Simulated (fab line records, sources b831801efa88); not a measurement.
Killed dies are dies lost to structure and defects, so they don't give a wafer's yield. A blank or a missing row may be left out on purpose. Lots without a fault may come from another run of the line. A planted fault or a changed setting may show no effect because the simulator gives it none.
fab line records | flow gf180mcu
record lots=5 wafers=15 last_day=32
route steps=602 shown HV_LDD@190
lots that met no fault: from a run of the same line without faults
start_h: hours from the record's first day to the start of the lot's first wafer shown | wait_h: hours since the lot's step before | " the same as in the row above | L1.1+2: a row that stands for several wafers | - no value, or no start given | * or withheld: withheld | < > ~ a bound
route shown NAME@n: a module of which the file shows steps, and the number in the route of the first | usual: mean/standard deviation of fault-free wafers | same: alike in all rows | chamber/n: place in a boat | sites: the reading at each site | _std_site: their standard deviation | _edge_site: outer sites' mean less inner sites' | radius_mm: how far each site lies from the wafer's centre | mask NAME#n: copy n | behind: the tool/chamber that last shaped the wafer | hold: why the lot was held/for how many hours/how that ended | device: the transistor (n, p or np) that didn't switch | end of line: the same wafers' tests at the end of the route | a step without rows: its recipe alone | killed: dies lost to structure and defects at the first sort, not the wafer's yield | map: a wafer's dies, x killed, . not, _ none there
set.NAME: the setting as run; set.NAME@STEP: as run at that earlier step | model.NAME: the simulator's own value behind a step, which no gauge read
lots at some steps of the route; a table a step, a row a wafer
services: from which hour (start_h, from the record's first day; less than 0 if before it) a tool's chamber was out of use, for how many hours, and why
## steps
# step GF_HV_LDD_COAT_14
# recipe resist=NOVOLAK spin_rpm=3000 resist_thk_nm=1000
# usual resist_line_temp_C=23.02/0.11
# columns lot.wafer tool chamber start_h wait_h resist_line_temp_C
L074.1 litho_track-04 0 232.09 0.1 22.79
L074.2 " 0 " " 23.19
L074.4 " 0 " " 22.94
L079.2 litho_track-02 0 268.71 0.1 23.36
L079.3 " 0 " " 23.07
L079.5 " 0 " " 23.04
L082.2 litho_track-02 0 283.71 0.1 23.01
L082.3 " 0 " " 23.02
L082.4 " 0 " " 22.89
L083.1 litho_track-01 0 300.48 0.1 23.12
L083.2 " 0 " " 23.13
L083.6 " 0 " " 23.13
L086.3 litho_track-01 0 320.13 0.1 22.93
L086.5 " 0 " " 22.97
L086.6 " 0 " " 22.89
# step GF_HV_LDD_SOFTBAKE_15
# recipe temp_c=90 time_s=60 resist=NOVOLAK
# usual resist_line_temp_C=22.98/0.11
# columns lot.wafer tool chamber start_h wait_h resist_line_temp_C
L074.1 litho_track-04 0 232.24 0.1 22.89
L074.2 " 0 " " 22.97
L074.4 " 0 " " 22.86
L079.2 litho_track-02 0 268.86 0.1 22.86
L079.3 " 0 " " 22.90
L079.5 " 0 " " 22.69
L082.2 litho_track-02 0 283.86 0.1 22.84
L082.3 " 0 " " 22.98
L082.4 " 0 " " 22.82
L083.1 litho_track-01 0 300.63 0.1 22.90
L083.2 " 0 " " 23.07
L083.6 " 0 " " 22.84
L086.3 litho_track-01 0 320.28 0.1 22.96
L086.5 " 0 " " 22.97
L086.6 " 0 " " 22.89
# step GF_HV_LDD_EXPOSE_16
# recipe mask_id=Pplus_LV_AREA target_cd_nm=400 na=0.6 source_shape=conventional sigma_outer=0.6 dose_mj=140
# usual reticle_temp_C=22.98/0.095
# same na=0.6
# columns lot.wafer tool chamber start_h wait_h mask reticle_temp_C
L074.1 iline_stepper-01 0 - - Pplus_LV_AREA#0 22.94
L074.2 " 0 " " Pplus_LV_AREA#0 23.02
L074.4 " 0 " " Pplus_LV_AREA#0 22.93
L079.2 iline_stepper-02 0 - - Pplus_LV_AREA#0 22.91
L079.3 " 0 " " Pplus_LV_AREA#0 23.02
L079.5 " 0 " " Pplus_LV_AREA#0 22.97
L082.2 iline_stepper-02 0 - - Pplus_LV_AREA#0 22.75
L082.3 " 0 " " Pplus_LV_AREA#0 22.81
L082.4 " 0 " " Pplus_LV_AREA#0 22.92
L083.1 iline_stepper-02 0 - - Pplus_LV_AREA#0 22.93
L083.2 " 0 " " Pplus_LV_AREA#0 22.94
L083.6 " 0 " " Pplus_LV_AREA#0 22.95
L086.3 iline_stepper-02 0 - - Pplus_LV_AREA#0 23.04
L086.5 " 0 " " Pplus_LV_AREA#0 22.92
L086.6 " 0 " " Pplus_LV_AREA#0 22.98
# step GF_HV_LDD_PEB_17
# recipe temp_c=withheld time_s=* resist=NOVOLAK
# usual resist_line_temp_C=*
# columns lot.wafer tool chamber start_h wait_h resist_line_temp_C
L074.1 litho_track-04 0 - - *
L074.2 " 0 " " *
L074.4 " 0 " " *
L079.2 litho_track-04 0 - - *
L079.3 " 0 " " *
L079.5 " 0 " " *
L082.2 litho_track-02 0 - - *
L082.3 " 0 " " *
L082.4 " 0 " " *
L083.1 litho_track-04 0 - - *
L083.2 " 0 " " *
L083.6 " 0 " " *
L086.3 litho_track-01 0 - - *
L086.5 " 0 " " *
L086.6 " 0 " " *
# step GF_HV_LDD_DEVELOP_18
# recipe develop_time_s=60 dev_temp_c=23
# usual resist_line_temp_C=22.99/0.1
# columns lot.wafer tool chamber start_h wait_h resist_line_temp_C
L074.1 litho_track-04 0 240.24 0.1 22.80
L074.2 " 0 " " 23.12
L074.4 " 0 " " 23.05
L079.2 litho_track-04 0 277.91 0.1 23.05
L079.3 " 0 " " 23.22
L079.5 " 0 " " 23.00
L082.2 litho_track-02 0 293.26 0.1 22.88
L082.3 " 0 " " 22.87
L082.4 " 0 " " 22.88
L083.1 litho_track-04 0 309.94 0.1 22.93
L083.2 " 0 " " 23.00
L083.6 " 0 " " 22.86
L086.3 litho_track-01 0 330.43 0.1 23.12
L086.5 " 0 " " 23.05
L086.6 " 0 " " 22.97
# step GF_HV_LDD_CD_MEAS_19
# recipe target_cd_nm=400
# usual cd_nm=400.2/2.5
# columns lot.wafer tool chamber start_h wait_h cd_nm
L074.1 cd_sem-01 - 240.39 0.1 399.3
L074.2 " - " " 400.4
L074.4 " - " " 400.4
L079.2 cd_sem-02 - 278.06 0.1 398.9
L079.3 " - " " 398.6
L079.5 " - " " 398.9
L082.2 cd_sem-02 - 293.40 0.1 401.7
L082.3 " - " " 401.9
L082.4 " - " " 400.8
L083.1 cd_sem-02 - 310.09 0.1 398.0
L083.2 " - " " 397.0
L083.6 " - " " 398.6
L086.3 cd_sem-02 - 330.57 0.1 399.9
L086.5 " - " " 397.7
L086.6 " - " " 400.6
# step GF_HV_LDD_OVL_MEAS_20
# usual HV_LDD_01_OVL=1.4/1.3
# columns lot.wafer tool chamber start_h wait_h HV_LDD_01_OVL[nm]
L074.1 overlay-02 - 240.51 0.1 0.2
L074.2 " - " " 1.0
L074.4 " - " " 2.8
L079.2 overlay-02 - 278.16 0.1 1.3
L079.3 " - " " 5.2
L079.5 " - " " 1.8
L082.2 overlay-02 - 293.51 0.1 1.8
L082.3 " - " " 1.8
L082.4 " - " " 0.7
L083.1 overlay-01 - 310.21 0.1 2.0
L083.2 " - " " 0.6
L083.6 " - " " 0.2
L086.3 overlay-02 - 330.66 0.1 1.2
L086.5 " - " " 0.5
L086.6 " - " " 0.1
# step GF_HV_LDD_IMPLANT_21
# recipe species=BF2 energy_kev=25 dose_cm2=5e+13 tilt_deg=7
# columns lot.wafer tool chamber start_h wait_h
L074.1+2+4 implanter-04 0 240.54 0.0
L079.2+3+5 implanter-04 0 278.22 0.0
L082.2+3+4 implanter-04 0 293.56 0.0
L083.1+2+6 implanter-02 0 310.24 0.0
L086.3+5+6 implanter-02 0 330.74 0.1
# step GF_HV_LDD_STRIP_22
# recipe chemistry=O2/N2 power_w=1400 pressure_mtorr=1500 platen_temp_c=250 o2_flow_sccm=3000 n2_flow_sccm=300 overash_fraction=0.5
# usual drypump_motor_current_A=5.51/0.19 heater_power_w=339/30 oes_product_au=0.716/0.0045 strip_time_to_endpoint_s=12.65/0.037
# columns lot.wafer tool chamber start_h wait_h drypump_motor_current_A heater_power_w oes_product_au rf_hours_counter_h strip_time_to_endpoint_s
L074.1 plasma_asher-04 1 240.69 0.1 5.43 300 0.712 43 12.62
L074.2 " 0 " " 5.69 371 0.719 43 12.65
L074.4 " 0 " " 5.68 376 0.714 - 12.63
L079.2 plasma_asher-02 1 278.34 0.1 5.39 357 0.718 16 12.64
L079.3 " 0 " " 5.15 327 0.715 - 12.62
L079.5 " 1 " " 5.41 361 0.725 - 12.65
L082.2 plasma_asher-02 0 293.69 0.1 5.19 336 0.707 17 12.66
L082.3 " 0 " " 5.23 332 0.719 - 12.67
L082.4 " 1 " " 5.41 353 0.712 - 12.65
L083.1 plasma_asher-04 1 310.39 0.1 5.40 301 0.724 50 12.65
L083.2 " 0 " " 5.75 361 0.720 50 12.63
L083.6 " 0 " " 5.76 375 0.717 - 12.62
L086.3 plasma_asher-01 0 330.87 0.1 5.78 362 0.717 - 12.69
L086.5 " 0 " " 5.77 368 0.714 - 12.68
L086.6 " 1 " " 5.40 327 0.717 - 12.67
# step GF_HV_LDD_TW_MEAS_23
# usual HV_LDD_2_TW=1048/5.3
# columns lot.wafer tool chamber start_h wait_h HV_LDD_2_TW
L074.1 film_metro-02 - 240.79 0.1 1052
L074.2 " - " " 1049
L074.4 " - " " 1048
L079.2 film_metro-01 - 278.45 0.1 1050
L079.3 " - " " 1045
L079.5 " - " " 1050
L082.2 film_metro-02 - 293.80 0.1 1044
L082.3 " - " " 1046
L082.4 " - " " 1041
L083.1 film_metro-01 - 310.49 0.1 1044
L083.2 " - " " 1047
L083.6 " - " " 1047
L086.3 film_metro-04 - 330.96 0.1 1063
L086.5 " - " " 1060
L086.6 " - " " 1056
# step GF_HV_LDD_DEHYDRATE_24
# recipe temp_c=200 time_s=60
# usual resist_line_temp_C=23.01/0.099
# columns lot.wafer tool chamber start_h wait_h resist_line_temp_C
L074.1 litho_track-04 0 248.89 8.1 23.21
L074.2 " 0 " " 23.15
L074.4 " 0 " " 23.08
L079.2 litho_track-01 0 286.66 8.2 22.99
L079.3 " 0 " " 23.09
L079.5 " 0 " " 22.99
L082.2 litho_track-01 0 302.96 9.2 22.88
L082.3 " 0 " " 22.95
L082.4 " 0 " " 22.89
L083.1 litho_track-04 0 320.69 10.2 22.94
L083.2 " 0 " " 23.02
L083.6 " 0 " " 23.02
L086.3 litho_track-01 0 341.38 10.4 23.20
L086.5 " 0 " " 23.13
L086.6 " 0 " " 23.10
# step GF_HV_LDD_HMDS_25
# recipe prime_time_s=60 prime_temp_c=120
# usual resist_line_temp_C=22.98/0.12
# columns lot.wafer tool chamber start_h wait_h resist_line_temp_C
L074.1 litho_track-04 0 249.04 0.1 23.05
L074.2 " 0 " " 23.01
L074.4 " 0 " " 23.10
L079.2 litho_track-01 0 286.81 0.1 22.90
L079.3 " 0 " " 22.86
L079.5 " 0 " " 22.99
L082.2 litho_track-01 0 303.11 0.1 22.99
L082.3 " 0 " " 23.09
L082.4 " 0 " " 23.05
L083.1 litho_track-04 0 320.84 0.1 23.00
L083.2 " 0 " " 22.76
L083.6 " 0 " " 22.73
L086.3 litho_track-01 0 341.53 0.1 22.99
L086.5 " 0 " " 22.98
L086.6 " 0 " " 23.10
# step GF_HV_LDD_COAT_26
# recipe resist=NOVOLAK spin_rpm=3000 resist_thk_nm=1000
# usual resist_line_temp_C=23.00/0.096
# columns lot.wafer tool chamber start_h wait_h resist_line_temp_C
L074.1 litho_track-04 0 249.19 0.1 22.99
L074.2 " 0 " " 23.09
L074.4 " 0 " " 23.00
L079.2 litho_track-01 0 286.96 0.1 23.06
L079.3 " 0 " " 22.99
L079.5 " 0 " " 23.01
L082.2 litho_track-01 0 303.26 0.1 22.96
L082.3 " 0 " " 23.09
L082.4 " 0 " " 23.01
L083.1 litho_track-04 0 320.99 0.1 22.83
L083.2 " 0 " " 23.01
L083.6 " 0 " " 23.14
L086.3 litho_track-01 0 341.68 0.1 23.10
L086.5 " 0 " " 23.09
L086.6 " 0 " " 23.05
# step GF_HV_LDD_SOFTBAKE_27
# recipe temp_c=90 time_s=60 resist=NOVOLAK
# usual resist_line_temp_C=22.99/0.1
# columns lot.wafer tool chamber start_h wait_h resist_line_temp_C
L074.1 litho_track-04 0 249.34 0.1 22.99
L074.2 " 0 " " 23.09
L074.4 " 0 " " 23.14
L079.2 litho_track-01 0 287.11 0.1 23.06
L079.3 " 0 " " 23.10
L079.5 " 0 " " 23.01
L082.2 litho_track-01 0 303.41 0.1 22.79
L082.3 " 0 " " 23.03
L082.4 " 0 " " 22.92
L083.1 litho_track-04 0 321.14 0.1 22.94
L083.2 " 0 " " 23.03
L083.6 " 0 " " 22.99
L086.3 litho_track-01 0 341.83 0.1 22.92
L086.5 " 0 " " 23.04
L086.6 " 0 " " 22.81
# step GF_HV_LDD_EXPOSE_28
# recipe mask_id=Nplus_HV_AREA target_cd_nm=400 na=0.6 source_shape=conventional sigma_outer=0.6 dose_mj=140
# usual reticle_temp_C=22.99/0.12
# same na=0.6
# columns lot.wafer tool chamber start_h wait_h mask reticle_temp_C
L074.1 iline_stepper-02 0 - - Nplus_HV_AREA#0 22.93
L074.2 " 0 " " Nplus_HV_AREA#0 22.88
L074.4 " 0 " " Nplus_HV_AREA#0 22.87
L079.2 iline_stepper-02 0 - - Nplus_HV_AREA#0 22.80
L079.3 " 0 " " Nplus_HV_AREA#0 22.78
L079.5 " 0 " " Nplus_HV_AREA#0 22.84
L082.2 iline_stepper-02 0 - - Nplus_HV_AREA#0 23.09
L082.3 " 0 " " Nplus_HV_AREA#0 23.00
L082.4 " 0 " " Nplus_HV_AREA#0 23.11
L083.1 iline_stepper-02 0 - - Nplus_HV_AREA#0 23.17
L083.2 " 0 " " Nplus_HV_AREA#0 23.05
L083.6 " 0 " " Nplus_HV_AREA#0 23.09
L086.3 iline_stepper-02 0 - - Nplus_HV_AREA#0 23.08
L086.5 " 0 " " Nplus_HV_AREA#0 22.98
L086.6 " 0 " " Nplus_HV_AREA#0 23.16
# step GF_HV_LDD_PEB_29
# recipe temp_c=withheld time_s=* resist=NOVOLAK
# usual resist_line_temp_C=*
# columns lot.wafer tool chamber start_h wait_h resist_line_temp_C
L074.1 litho_track-01 0 - - *
L074.2 " 0 " " *
L074.4 " 0 " " *
L079.2 litho_track-01 0 - - *
L079.3 " 0 " " *
L079.5 " 0 " " *
L082.2 litho_track-04 0 - - *
L082.3 " 0 " " *
L082.4 " 0 " " *
L083.1 litho_track-01 0 - - *
L083.2 " 0 " " *
L083.6 " 0 " " *
L086.3 litho_track-04 0 - - *
L086.5 " 0 " " *
L086.6 " 0 " " *
# step GF_HV_LDD_DEVELOP_30
# recipe develop_time_s=60 dev_temp_c=23
# usual resist_line_temp_C=23.00/0.09
# columns lot.wafer tool chamber start_h wait_h resist_line_temp_C
L074.1 litho_track-01 0 259.38 0.1 23.10
L074.2 " 0 " " 22.95
L074.4 " 0 " " 22.86
L079.2 litho_track-01 0 296.61 0.1 22.96
L079.3 " 0 " " 22.97
L079.5 " 0 " " 22.87
L082.2 litho_track-04 0 313.56 0.1 22.95
L082.3 " 0 " " 23.00
L082.4 " 0 " " 23.07
L083.1 litho_track-01 0 331.33 0.1 22.93
L083.2 " 0 " " 23.14
L083.6 " 0 " " 22.95
L086.3 litho_track-04 0 352.19 0.1 22.99
L086.5 " 0 " " 23.11
L086.6 " 0 " " 23.00
# step GF_HV_LDD_CD_MEAS_31
# recipe target_cd_nm=400
# usual cd_nm=400.1/2.4
# columns lot.wafer tool chamber start_h wait_h cd_nm
L074.1 cd_sem-01 - 259.53 0.1 397.8
L074.2 " - " " 397.9
L074.4 " - " " 399.4
L079.2 cd_sem-02 - 296.75 0.1 397.7
L079.3 " - " " 398.1
L079.5 " - " " 397.8
L082.2 cd_sem-01 - 313.71 0.1 401.3
L082.3 " - " " 401.3
L082.4 " - " " 401.3
L083.1 cd_sem-01 - 331.48 0.1 403.7
L083.2 " - " " 405.7
L083.6 " - " " 404.9
L086.3 cd_sem-02 - 352.33 0.1 400.3
L086.5 " - " " 403.0
L086.6 " - " " 402.0
# step GF_HV_LDD_OVL_MEAS_32
# usual HV_LDD_02_OVL=-0.2/1.8
# columns lot.wafer tool chamber start_h wait_h HV_LDD_02_OVL[nm]
L074.1 overlay-01 - 259.66 0.1 2.1
L074.2 " - " " 1.8
L074.4 " - " " 1.4
L079.2 overlay-01 - 296.86 0.1 1.7
L079.3 " - " " -0.3
L079.5 " - " " 1.3
L082.2 overlay-01 - 313.81 0.1 1.1
L082.3 " - " " 1.9
L082.4 " - " " 1.2
L083.1 overlay-01 - 331.60 0.1 -1.4
L083.2 " - " " -1.3
L083.6 " - " " 1.5
L086.3 overlay-01 - 352.42 0.1 -2.5
L086.5 " - " " -1.0
L086.6 " - " " -2.2
# step GF_HV_LDD_IMPLANT_33
# recipe species=P energy_kev=60 dose_cm2=7.5e+12 tilt_deg=31.98 rotation_deg=0
# columns lot.wafer tool chamber start_h wait_h
L074.1+2+4 implanter-02 0 259.70 0.0
L079.2+3+5 implanter-03 0 296.91 0.0
L082.2+3+4 implanter-03 0 313.87 0.0
L083.1+2+6 implanter-02 0 331.64 0.0
L086.3+5+6 implanter-03 0 352.49 0.1
# step GF_HV_LDD_IMPLANT_34
# recipe species=P energy_kev=60 dose_cm2=7.5e+12 tilt_deg=30 rotation_deg=90
# columns lot.wafer tool chamber start_h wait_h
L074.1+2+4 implanter-02 0 259.85 0.1
L079.2+3+5 implanter-03 0 297.06 0.1
L082.2+3+4 implanter-03 0 314.02 0.1
L083.1+2+6 implanter-02 0 331.79 0.1
L086.3+5+6 implanter-03 0 352.64 0.1
# step GF_HV_LDD_IMPLANT_35
# recipe species=P energy_kev=60 dose_cm2=7.5e+12 tilt_deg=30 rotation_deg=180
# columns lot.wafer tool chamber start_h wait_h
L074.1+2+4 implanter-02 0 260.00 0.1
L079.2+3+5 implanter-03 0 297.21 0.1
L082.2+3+4 implanter-03 0 314.17 0.1
L083.1+2+6 implanter-02 0 331.94 0.1
L086.3+5+6 implanter-03 0 352.79 0.1
# step GF_HV_LDD_IMPLANT_36
# recipe species=P energy_kev=60 dose_cm2=7.5e+12 tilt_deg=30 rotation_deg=270
# columns lot.wafer tool chamber start_h wait_h
L074.1+2+4 implanter-02 0 260.15 0.1
L079.2+3+5 implanter-03 0 297.36 0.1
L082.2+3+4 implanter-03 0 314.32 0.1
L083.1+2+6 implanter-02 0 332.09 0.1
L086.3+5+6 implanter-03 0 352.94 0.1
# step GF_HV_LDD_STRIP_37
# recipe chemistry=O2/N2 power_w=1400 pressure_mtorr=1500 platen_temp_c=250 o2_flow_sccm=3000 n2_flow_sccm=300 overash_fraction=0.5
# usual drypump_motor_current_A=5.50/0.21 heater_power_w=341/26 oes_product_au=0.716/0.0046 strip_time_to_endpoint_s=12.66/0.03
# columns lot.wafer tool chamber start_h wait_h drypump_motor_current_A heater_power_w oes_product_au rf_hours_counter_h strip_time_to_endpoint_s
L074.1 plasma_asher-02 0 260.30 0.1 5.18 322 0.705 14 12.67
L074.2 " 1 " " 5.42 353 0.716 14 12.67
L074.4 " 0 " " 5.16 328 0.716 - 12.67
L079.2 plasma_asher-01 0 297.49 0.1 5.79 372 0.716 67 12.66
L079.3 " 0 " " 5.79 363 0.717 - 12.64
L079.5 " 0 " " 5.79 371 0.713 - 12.65
L082.2 plasma_asher-04 1 314.44 0.1 5.38 297 0.721 50 12.65
L082.3 " 1 " " 5.40 304 0.716 - 12.70
L082.4 " 0 " " 5.68 363 0.719 - 12.67
L083.1 plasma_asher-02 0 332.24 0.1 5.11 325 0.715 21 12.68
L083.2 " 1 " " 5.42 357 0.722 21 12.68
L083.6 " 1 " " 5.41 349 0.722 - 12.71
L086.3 plasma_asher-01 0 353.07 0.1 5.80 370 0.711 - 12.68
L086.5 " 1 " " 5.40 320 0.720 - 12.66
L086.6 " 0 " " 5.81 362 0.717 - 12.65
# step GF_HV_LDD_TW_MEAS_38
# usual HV_LDD_3_TW=1427/5.7
# columns lot.wafer tool chamber start_h wait_h HV_LDD_3_TW
L074.1 film_metro-04 - 260.40 0.1 1442
L074.2 " - " " 1428
L074.4 " - " " 1429
L079.2 film_metro-04 - 297.60 0.1 1424
L079.3 " - " " 1429
L079.5 " - " " 1427
L082.2 film_metro-01 - 314.55 0.1 1431
L082.3 " - " " 1429
L082.4 " - " " 1425
L083.1 film_metro-02 - 332.34 0.1 1424
L083.2 " - " " 1426
L083.6 " - " " 1426
L086.3 film_metro-04 - 353.16 0.1 1428
L086.5 " - " " 1435
L086.6 " - " " 1436
# step GF_HV_LDD_DEHYDRATE_39
# recipe temp_c=200 time_s=60
# usual resist_line_temp_C=23.00/0.097
# columns lot.wafer tool chamber start_h wait_h resist_line_temp_C
L074.1 litho_track-02 0 268.98 8.6 23.09
L074.2 " 0 " " 23.01
L074.4 " 0 " " 23.00
L079.2 litho_track-01 0 306.86 9.2 22.86
L079.3 " 0 " " 22.87
L079.5 " 0 " " 22.87
L082.2 litho_track-02 0 325.16 10.6 22.88
L082.3 " 0 " " 22.89
L082.4 " 0 " " 22.85
L083.1 litho_track-01 0 343.03 10.7 23.03
L083.2 " 0 " " 23.06
L083.6 " 0 " " 23.00
L086.3 litho_track-04 0 363.58 10.4 23.06
L086.5 " 0 " " 22.89
L086.6 " 0 " " 22.84
# step GF_HV_LDD_HMDS_40
# recipe prime_time_s=60 prime_temp_c=120
# usual resist_line_temp_C=22.98/0.11
# columns lot.wafer tool chamber start_h wait_h resist_line_temp_C
L074.1 litho_track-02 0 269.13 0.1 23.05
L074.2 " 0 " " 22.98
L074.4 " 0 " " 22.81
L079.2 litho_track-01 0 307.01 0.1 22.94
L079.3 " 0 " " 22.72
L079.5 " 0 " " 22.91
L082.2 litho_track-02 0 325.31 0.1 23.12
L082.3 " 0 " " 23.04
L082.4 " 0 " " 23.06
L083.1 litho_track-01 0 343.18 0.1 22.85
L083.2 " 0 " " 22.99
L083.6 " 0 " " 22.97
L086.3 litho_track-04 0 363.73 0.1 23.11
L086.5 " 0 " " 23.21
L086.6 " 0 " " 23.17
# step GF_HV_LDD_COAT_41
# recipe resist=NOVOLAK spin_rpm=3000 resist_thk_nm=1000
# usual resist_line_temp_C=23.00/0.091
# columns lot.wafer tool chamber start_h wait_h resist_line_temp_C
L074.1 litho_track-02 0 269.28 0.1 22.88
L074.2 " 0 " " 23.06
L074.4 " 0 " " 23.00
L079.2 litho_track-01 0 307.16 0.1 22.79
L079.3 " 0 " " 23.06
L079.5 " 0 " " 22.91
L082.2 litho_track-02 0 325.46 0.1 23.11
L082.3 " 0 " " 23.04
L082.4 " 0 " " 23.01
L083.1 litho_track-01 0 343.33 0.1 23.12
L083.2 " 0 " " 23.02
L083.6 " 0 " " 23.07
L086.3 litho_track-04 0 363.88 0.1 23.10
L086.5 " 0 " " 22.99
L086.6 " 0 " " 23.02
# step GF_HV_LDD_SOFTBAKE_42
# recipe temp_c=90 time_s=60 resist=NOVOLAK
# usual resist_line_temp_C=23.02/0.12
# columns lot.wafer tool chamber start_h wait_h resist_line_temp_C
L074.1 litho_track-02 0 269.43 0.1 22.99
L074.2 " 0 " " 23.09
L074.4 " 0 " " 23.06
L079.2 litho_track-01 0 307.31 0.1 23.00
L079.3 " 0 " " 23.16
L079.5 " 0 " " 23.38
L082.2 litho_track-02 0 325.61 0.1 23.00
L082.3 " 0 " " 23.22
L082.4 " 0 " " 23.11
L083.1 litho_track-01 0 343.48 0.1 22.90
L083.2 " 0 " " 22.93
L083.6 " 0 " " 22.99
L086.3 litho_track-04 0 364.03 0.1 23.04
L086.5 " 0 " " 23.06
L086.6 " 0 " " 22.98
# step GF_HV_LDD_EXPOSE_43
# recipe mask_id=Pplus_HV_AREA target_cd_nm=400 na=0.6 source_shape=conventional sigma_outer=0.6 dose_mj=140
# usual reticle_temp_C=22.98/0.1
# same na=0.6
# columns lot.wafer tool chamber start_h wait_h mask reticle_temp_C
L074.1 iline_stepper-02 0 - - Pplus_HV_AREA#0 22.91
L074.2 " 0 " " Pplus_HV_AREA#0 22.95
L074.4 " 0 " " Pplus_HV_AREA#0 23.01
L079.2 iline_stepper-01 0 - - Pplus_HV_AREA#0 22.86
L079.3 " 0 " " Pplus_HV_AREA#0 22.93
L079.5 " 0 " " Pplus_HV_AREA#0 23.14
L082.2 iline_stepper-01 0 - - Pplus_HV_AREA#0 22.89
L082.3 " 0 " " Pplus_HV_AREA#0 23.08
L082.4 " 0 " " Pplus_HV_AREA#0 22.92
L083.1 iline_stepper-01 0 - - Pplus_HV_AREA#0 22.97
L083.2 " 0 " " Pplus_HV_AREA#0 23.09
L083.6 " 0 " " Pplus_HV_AREA#0 23.15
L086.3 iline_stepper-02 0 - - Pplus_HV_AREA#0 23.06
L086.5 " 0 " " Pplus_HV_AREA#0 22.99
L086.6 " 0 " " Pplus_HV_AREA#0 23.11
# step GF_HV_LDD_PEB_44
# recipe temp_c=withheld time_s=* resist=NOVOLAK
# usual resist_line_temp_C=*
# columns lot.wafer tool chamber start_h wait_h resist_line_temp_C
L074.1 litho_track-01 0 - - *
L074.2 " 0 " " *
L074.4 " 0 " " *
L079.2 litho_track-01 0 - - *
L079.3 " 0 " " *
L079.5 " 0 " " *
L082.2 litho_track-01 0 - - *
L082.3 " 0 " " *
L082.4 " 0 " " *
L083.1 litho_track-02 0 - - *
L083.2 " 0 " " *
L083.6 " 0 " " *
L086.3 litho_track-04 0 - - *
L086.5 " 0 " " *
L086.6 " 0 " " *
# step GF_HV_LDD_DEVELOP_45
# recipe develop_time_s=61.27 dev_temp_c=23
# usual resist_line_temp_C=23.02/0.1
# columns lot.wafer tool chamber start_h wait_h resist_line_temp_C
L074.1 litho_track-01 0 278.63 0.1 22.96
L074.2 " 0 " " 22.98
L074.4 " 0 " " 22.88
L079.2 litho_track-01 0 317.81 0.1 22.95
L079.3 " 0 " " 23.00
L079.5 " 0 " " 23.25
L082.2 litho_track-01 0 336.11 0.1 23.04
L082.3 " 0 " " 23.18
L082.4 " 0 " " 23.05
L083.1 litho_track-02 0 353.18 0.1 22.84
L083.2 " 0 " " 23.01
L083.6 " 0 " " 22.88
L086.3 litho_track-04 0 374.88 0.1 23.06
L086.5 " 0 " " 23.08
L086.6 " 0 " " 23.01
# step GF_HV_LDD_CD_MEAS_46
# recipe target_cd_nm=400
# usual cd_nm=401.8/2.4
# columns lot.wafer tool chamber start_h wait_h cd_nm
L074.1 cd_sem-01 - 278.78 0.1 399.7
L074.2 " - " " 397.0
L074.4 " - " " 397.0
L079.2 cd_sem-02 - 317.95 0.1 402.6
L079.3 " - " " 402.5
L079.5 " - " " 402.9
L082.2 cd_sem-02 - 336.25 0.1 401.8
L082.3 " - " " 402.6
L082.4 " - " " 401.2
L083.1 cd_sem-02 - 353.33 0.1 401.3
L083.2 " - " " 401.6
L083.6 " - " " 399.1
L086.3 cd_sem-01 - 375.02 0.1 403.3
L086.5 " - " " 402.3
L086.6 " - " " 402.3
# step GF_HV_LDD_OVL_MEAS_47
# usual HV_LDD_03_OVL=-0.2/1.3
# columns lot.wafer tool chamber start_h wait_h HV_LDD_03_OVL[nm]
L074.1 overlay-02 - 278.90 0.1 0.8
L074.2 " - " " -0.1
L074.4 " - " " 0.0
L079.2 overlay-01 - 318.06 0.1 -1.6
L079.3 " - " " -1.5
L079.5 " - " " -0.7
L082.2 overlay-01 - 336.36 0.1 2.1
L082.3 " - " " -0.3
L082.4 " - " " 0.1
L083.1 overlay-02 - 353.45 0.1 -0.1
L083.2 " - " " -0.1
L083.6 " - " " -1.5
L086.3 overlay-01 - 375.12 0.1 -1.5
L086.5 " - " " 0.1
L086.6 " - " " -0.9
# step GF_HV_LDD_IMPLANT_48
# recipe species=B energy_kev=25 dose_cm2=3e+13 tilt_deg=7
# columns lot.wafer tool chamber start_h wait_h
L074.1+2+4 implanter-03 0 278.94 0.0
L079.2+3+5 implanter-04 0 318.11 0.0
L082.2+3+4 implanter-04 0 336.41 0.0
L083.1+2+6 implanter-03 0 353.49 0.0
L086.3+5+6 implanter-03 0 375.19 0.1
# step GF_HV_LDD_STRIP_49
# recipe chemistry=O2/N2 power_w=1400 pressure_mtorr=1500 platen_temp_c=250 o2_flow_sccm=3000 n2_flow_sccm=300 overash_fraction=0.5
# usual drypump_motor_current_A=5.47/0.21 heater_power_w=341/25 oes_product_au=0.716/0.0044 strip_time_to_endpoint_s=12.66/0.035
# columns lot.wafer tool chamber start_h wait_h drypump_motor_current_A heater_power_w oes_product_au rf_hours_counter_h strip_time_to_endpoint_s
L074.1 plasma_asher-04 1 279.09 0.1 5.40 306 0.712 46 12.65
L074.2 " 0 " " 5.71 361 0.713 46 12.65
L074.4 " 1 " " 5.40 302 0.714 - 12.66
L079.2 plasma_asher-01 1 318.24 0.1 5.39 328 0.712 69 12.63
L079.3 " 1 " " 5.39 335 0.717 - 12.65
L079.5 " 0 " " 5.79 373 0.713 - 12.62
L082.2 plasma_asher-02 1 336.54 0.1 5.43 354 0.721 22 12.62
L082.3 " 0 " " 5.16 328 0.716 - 12.64
L082.4 " 1 " " 5.41 353 0.715 - 12.64
L083.1 plasma_asher-02 0 353.64 0.1 5.19 324 0.717 24 12.68
L083.2 " 1 " " 5.43 356 0.727 24 12.60
L083.6 " 0 " " 5.18 333 0.710 - 12.67
L086.3 plasma_asher-02 0 375.32 0.1 5.12 320 0.719 - 12.71
L086.5 " 1 " " 5.40 364 0.713 - 12.67
L086.6 " 0 " " 5.17 326 0.717 - 12.68
## services
# columns tool chamber start_h hours kind
iline_stepper-01 - 227.65 2.1 pm
implanter-03 - 228.15 1.9 repair
iline_stepper-01 - 229.73 - consumable_replace:lamp
implanter-02 - 230.03 2.3 repair
plasma_asher-04 - 232.56 1.4 repair
iline_stepper-02 - 232.84 1.7 pm
plasma_asher-02 - 236.62 6.8 repair
plasma_asher-02 - 237.89 1.0 repair
iline_stepper-01 0 241.17 - calibration
iline_stepper-01 - 258.96 1.7 pm
implanter-03 - 274.06 4.0 repair
implanter-02 - 275.42 17.5 pm
implanter-02 - 297.28 6.0 repair
plasma_asher-02 - 300.93 0.8 repair
iline_stepper-01 - 307.61 1.6 repair
iline_stepper-01 - 317.50 7.4 repair
iline_stepper-02 0 318.15 - calibration
iline_stepper-01 - 340.50 2.1 repair
plasma_asher-02 - 340.67 1.4 repair
implanter-04 - 353.41 2.2 repair
implanter-04 - 364.63 0.7 repair
## key
fault none
